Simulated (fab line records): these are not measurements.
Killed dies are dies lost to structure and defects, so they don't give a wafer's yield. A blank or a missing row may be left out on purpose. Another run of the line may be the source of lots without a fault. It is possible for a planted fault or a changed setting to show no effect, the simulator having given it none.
A struck lot beside a sound one	flow sky130	13 out of 708 route steps
Sound: the wafers L723.3, L723.4, L723.5. Wafers struck: L715.4, L715.5, L715.6. At the end, the cause is stated.
Each step with rows lists, per side, the tool, then ch with its chambers, then its first start. Under that, the readings that differ: sound wafers	struck wafers	difference of the means	sigmas: that difference in standard deviations of wafers without a fault.
alike: words and numbers the same on both sides, and readings whose means are apart by under 2 such deviations; not compared: readings that were withheld, readings missing a value for some wafer, numbers with overlapping values and no deviation given by the record, and bounds like >300 which may hide the same value.
Wherever a step has rows on one side only, a row that says differs or no value, or a row with sigmas, the two part there. When numbers do not overlap yet have no deviation, they are printed without sigmas and do not part them. Lack of a reading on every wafer of one side parts them only where that side has two or more wafers.

first, 5 steps without rows for these wafers: SKY_FIELD_ISO_WET_ETCH_18 (etches Si3N4 in H3PO4, target depth 25 nm, time 286 s); SKY_FIELD_ISO_CLEAN_19 (cleans in SC1/SC2, time 150 s); SKY_FIELD_ISO_CLEAN_20 (cleans in dHF, time 20 s); SKY_FIELD_ISO_WET_ETCH_21 (etches SiO2 in dHF, target depth 20 nm, time 400 s); SKY_FIELD_ISO_OXIDATION_22 (stabilise 600 s, purge 300 s, target thk 10 nm).
SKY_FIELD_ISO_THK_MEAS_23:
  sound on film_metro-04 at day 6 04:04; struck on film_metro-01 at day 4 13:19
  alike: FIELD_ISO_OXIDATION_01_THK
then, 1 step without rows for these wafers: SKY_FIELD_ISO_CVD_24 (deposits SiO2, target thk 595 nm, time 99.2 s).
SKY_FIELD_ISO_THK_MEAS_25:
  sound on film_metro-01 at day 6 04:13; struck on film_metro-04 at day 4 13:26
  alike: FIELD_ISO_CVD_24_THK
then, 1 step without rows for these wafers: SKY_FIELD_ISO_ANNEAL_26 (time 1800 s).
SKY_FIELD_ISO_CMP_27: polishes, stops on Si3N4, t overpolish 16 s, target thk 457.8 nm.
  sound on cmp-02 ch 0,1,2, day 6 05:45; struck on cmp-01 ch 1,2, day 4 15:17
  alike: head_pressure_psi, motor_current_A, overpolish_run_s, slurry_flow_ml_min, time_to_endpoint_s
then, 2 steps without rows for these wafers: SKY_FIELD_ISO_WET_ETCH_28 (etches SiO2 in dHF, target depth 23.7 nm, time 47 s); SKY_FIELD_ISO_WET_ETCH_29 (etches Si3N4 in H3PO4, target depth 160 nm, time 1825 s).
SKY_FIELD_ISO_WET_ETCH_30: etches SiO2 in dHF, target depth 25 nm, time 50 s.
  sound on wet_bench-04 ch 2, day 6 06:35; struck on wet_bench-02 ch 2, day 4 16:04
  no value came back on the struck wafers for bath_heat_duty_pct (%), run_length_s (s); on the sound wafers bath_heat_duty_pct (%) reads 4.8 6.2 6.4
reading	sound	struck	difference	sigmas
model.SiO2_of_FIELD_ISO_CVD_24.thk_nm (nm)	404.2 406.1 403.6	430.4 429.9 430	+25.5	
model.SiO2_of_FIELD_ISO_OXIDATION_01.thk_nm (nm)	0 0 0	11.82 11.69 11.69	+11.73	

== WHERE THEY PART ==
Only at SKY_FIELD_ISO_WET_ETCH_30, as far as this record shows.

WHY: whatever the simulator had introduced
At SKY_FIELD_ISO_WET_ETCH_30, the step was skipped entirely on wet_bench-02 from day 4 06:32 on. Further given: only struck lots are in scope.
